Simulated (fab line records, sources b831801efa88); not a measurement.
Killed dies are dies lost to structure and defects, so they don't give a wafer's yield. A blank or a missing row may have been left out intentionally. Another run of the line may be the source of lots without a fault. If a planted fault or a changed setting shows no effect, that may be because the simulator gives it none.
Which tool is to blame? :: flow sky130 :: 12 lots, 34 wafers sampled, at 4 steps of a route of 708

== WHAT THE GAUGES SHOWED, per wafer ==
SKY_VIA2_CD_MEAS_12: the cd target is 200 nm. Usual: cd nm reads 200.7 nm (standard deviation 1.5).
lot: L657
measured: day 36 02:52
on: cd sem-01
cd nm (nm): 203.5 202.3 202.8
flag: 

lot: L658
measured: day 36 12:33
on: cd sem-01
cd nm (nm): 200.0 200.5 200.0
flag: 

lot: L659
measured: day 37 00:36
on: cd sem-01
cd nm (nm): 201.5 200.1 200.7
flag: 

lot: L660
measured: day 37 19:37
on: cd sem-02
cd nm (nm): 201.1 202.3 202.5
flag: 

lot: L661
measured: day 37 19:58
on: cd sem-01
cd nm (nm): 203.6 201.6 202.2
flag: 

lot: L666
measured: day 39 03:18
on: cd sem-01
cd nm (nm): 202.0 199.6 201.4
flag: 

lot: L667
measured: day 39 19:50
on: cd sem-02
cd nm (nm): 201.0 200.6 201.2
flag: 

lot: L669
measured: day 40 04:44
on: cd sem-02
cd nm (nm): 199.7 199.8 198.8
flag: 

lot: L670
measured: day 40 13:43
on: cd sem-01
cd nm (nm): 199.9 198.8 198.7
flag: 

lot: L673
measured: day 41 01:30
on: cd sem-02
cd nm (nm): 202.4 183.1
flag: OFF

lot: L674
measured: day 41 12:32
on: cd sem-01
cd nm (nm): 199.4 199.7 199.1
flag: 

lot: L675
measured: day 42 01:23
on: cd sem-01
cd nm (nm): 182.3 199.2
flag: OFF

SKY_VIA2_OVL_MEAS_13. Usual: VIA2_OVL -2 nm, standard deviation 4.2.
lot: L657
measured: day 36 02:59
on: overlay-02
VIA2_OVL (nm): -5 -8 -6
flag: 

lot: L658
measured: day 36 12:40
on: overlay-02
VIA2_OVL (nm): -9 -4 -1
flag: 

lot: L659
measured: day 37 00:41
on: overlay-02
VIA2_OVL (nm): -3 0 0
flag: 

lot: L660
measured: day 37 19:43
on: overlay-01
VIA2_OVL (nm): -1 4 -2
flag: 

lot: L661
measured: day 37 20:04
on: overlay-02
VIA2_OVL (nm): 2 -4 -2
flag: 

lot: L666
measured: day 39 03:23
on: overlay-01
VIA2_OVL (nm): -6 -4 3
flag: 

lot: L667
measured: day 39 19:56
on: overlay-01
VIA2_OVL (nm): -3 -5 -6
flag: 

lot: L669
measured: day 40 04:51
on: overlay-02
VIA2_OVL (nm): -4 -1 0
flag: 

lot: L670
measured: day 40 13:49
on: overlay-02
VIA2_OVL (nm): -7 -10 -12
flag: 

lot: L673
measured: day 41 01:37
on: overlay-01
VIA2_OVL (nm): 0 2
flag: 

lot: L674
measured: day 41 12:38
on: overlay-01
VIA2_OVL (nm): -3 4 1
flag: 

lot: L675
measured: day 42 01:29
on: overlay-02
VIA2_OVL (nm): -5 -10
flag: 

== EACH LOT AND THE TOOL THAT RAN IT (in order: tool; ch and the chambers of the sampled wafers; start) ==
lot: L657
SKY_METAL2_SPUTTER_04: pvd sputter-03, day 33 20:47
SKY_VIA2_EXPOSE_09: krf scanner-01 ch 0, day 35 14:03

lot: L658
SKY_METAL2_SPUTTER_04: pvd sputter-02, day 34 05:16
SKY_VIA2_EXPOSE_09: krf scanner-01 ch 0, day 36 00:20

lot: L659
SKY_METAL2_SPUTTER_04: pvd sputter-01, day 34 18:50
SKY_VIA2_EXPOSE_09: krf scanner-01 ch 0, day 36 12:06

lot: L660
SKY_METAL2_SPUTTER_04: pvd sputter-02, day 35 09:06
SKY_VIA2_EXPOSE_09: krf scanner-02 ch 0, day 37 06:55

lot: L661
SKY_METAL2_SPUTTER_04: pvd sputter-02, day 35 14:22
SKY_VIA2_EXPOSE_09: krf scanner-01 ch 0, day 37 07:14

lot: L666
SKY_METAL2_SPUTTER_04: pvd sputter-03, day 36 22:31
SKY_VIA2_EXPOSE_09: krf scanner-02 ch 0, day 38 14:57

lot: L667
SKY_METAL2_SPUTTER_04: pvd sputter-03, day 37 15:30
SKY_VIA2_EXPOSE_09: krf scanner-01 ch 0, day 39 07:41

lot: L669
SKY_METAL2_SPUTTER_04: pvd sputter-03, day 38 00:45
SKY_VIA2_EXPOSE_09: krf scanner-01 ch 0, day 39 16:13

lot: L670
SKY_METAL2_SPUTTER_04: pvd sputter-01, day 38 10:27
SKY_VIA2_EXPOSE_09: krf scanner-01 ch 0, day 40 01:49

lot: L673
SKY_METAL2_SPUTTER_04: pvd sputter-03, day 38 22:32
SKY_VIA2_EXPOSE_09: krf scanner-01 ch 0, day 40 13:13

lot: L674
SKY_METAL2_SPUTTER_04: pvd sputter-03, day 39 10:11
SKY_VIA2_EXPOSE_09: krf scanner-02 ch 0, day 41 00:29

lot: L675
SKY_METAL2_SPUTTER_04: pvd sputter-01, day 39 23:41
SKY_VIA2_EXPOSE_09: krf scanner-01 ch 0, day 41 13:59
- SKY_METAL2_SPUTTER_04: material TiN, target thk 70 nm, time 58.3 s.
- SKY_VIA2_EXPOSE_09: exposes mask VIM2, target cd 200 nm.

== AS READ BY THE TOOLS THEMSELVES (means over the sampled wafers that have a number; for cases with no such wafer, the mark the record gives instead) ==
SKY_METAL2_SPUTTER_04. Usual: chamber pressure pa 0.4000 Pa, standard deviation 0.00076; throttle valve pct 30.3 %, standard deviation 0.54.
lot: L657
tool: pvd sputter-03
chamber pressure pa (Pa): 0.3998
throttle valve pct (%): 30.1
flag: 

lot: L658
tool: pvd sputter-02
chamber pressure pa (Pa): 0.3993
throttle valve pct (%): 30.5
flag: 

lot: L659
tool: pvd sputter-01
chamber pressure pa (Pa): 0.3990
throttle valve pct (%): 31.1
flag: 

lot: L660
tool: pvd sputter-02
chamber pressure pa (Pa): 0.4003
throttle valve pct (%): 30.3
flag: 

lot: L661
tool: pvd sputter-02
chamber pressure pa (Pa): 0.4010
throttle valve pct (%): 29.9
flag: 

lot: L666
tool: pvd sputter-03
chamber pressure pa (Pa): 0.3997
throttle valve pct (%): 30.4
flag: 

lot: L667
tool: pvd sputter-03
chamber pressure pa (Pa): 0.4006
throttle valve pct (%): 30.2
flag: 

lot: L669
tool: pvd sputter-03
chamber pressure pa (Pa): 0.3998
throttle valve pct (%): 29.9
flag: 

lot: L670
tool: pvd sputter-01
chamber pressure pa (Pa): 0.4003
throttle valve pct (%): 30.2
flag: 

lot: L673
tool: pvd sputter-03
chamber pressure pa (Pa): 0.4003
throttle valve pct (%): 30.5
flag: 

lot: L674
tool: pvd sputter-03
chamber pressure pa (Pa): 0.4000
throttle valve pct (%): 30.3
flag: 

lot: L675
tool: pvd sputter-01
chamber pressure pa (Pa): 0.3997
throttle valve pct (%): 29.9
flag: 

SKY_VIA2_EXPOSE_09. Usual: exposure dose mJ cm2 reads 37.94 (standard deviation 0.038).
lot: L657
tool: krf scanner-01
exposure dose mJ cm2: 37.97
flag: 

lot: L658
tool: krf scanner-01
exposure dose mJ cm2: 37.97
flag: 

lot: L659
tool: krf scanner-01
exposure dose mJ cm2: 37.97
flag: 

lot: L660
tool: krf scanner-02
exposure dose mJ cm2: 37.95
flag: 

lot: L661
tool: krf scanner-01
exposure dose mJ cm2: 37.92
flag: 

lot: L666
tool: krf scanner-02
exposure dose mJ cm2: 37.90
flag: 

lot: L667
tool: krf scanner-01
exposure dose mJ cm2: 37.96
flag: 

lot: L669
tool: krf scanner-01
exposure dose mJ cm2: 37.91
flag: 

lot: L670
tool: krf scanner-01
exposure dose mJ cm2: 37.99
flag: 

lot: L673
tool: krf scanner-01
exposure dose mJ cm2: 37.99
flag: 

lot: L674
tool: krf scanner-02
exposure dose mJ cm2: 37.91
flag: 

lot: L675
tool: krf scanner-01
exposure dose mJ cm2: 37.91
flag: 

== THE ANSWER, worked out from the rows above alone ==
Rule: lot off if the mean of its wafers having a number is beyond 3 standard deviations from the usual mean. A lot without any number at a reading at which 4 lots or more have one is off too. All remaining lots with rows at the step are treated as sound. Order of review: gauges by route order, followed by the tools' own readings, for which a lot's mean as printed above is used. At the first step where some lot is off, the reading lying furthest off is the one used; lots without a number count as furthest.
Off: L673, L675, at SKY_VIA2_CD_MEAS_12 (cd nm).
A tool fits if, at a process step before that reading, it ran every lot that is off, and no sound lot after the first of them. The gauges at SKY_VIA2_CD_MEAS_12 are tried like those tools. One candidate fits, namely krf scanner-01 at SKY_VIA2_EXPOSE_09. A fault onset in the window from L670 (day 40 01:49, its last sound lot) to L673 (day 40 13:13, its first lot off) fits.

== WHAT WAS PUT IN BY THE SIMULATOR ==
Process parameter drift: krf scanner-01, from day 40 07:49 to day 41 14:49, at SKY_VIA2_EXPOSE_09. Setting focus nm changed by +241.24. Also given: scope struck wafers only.
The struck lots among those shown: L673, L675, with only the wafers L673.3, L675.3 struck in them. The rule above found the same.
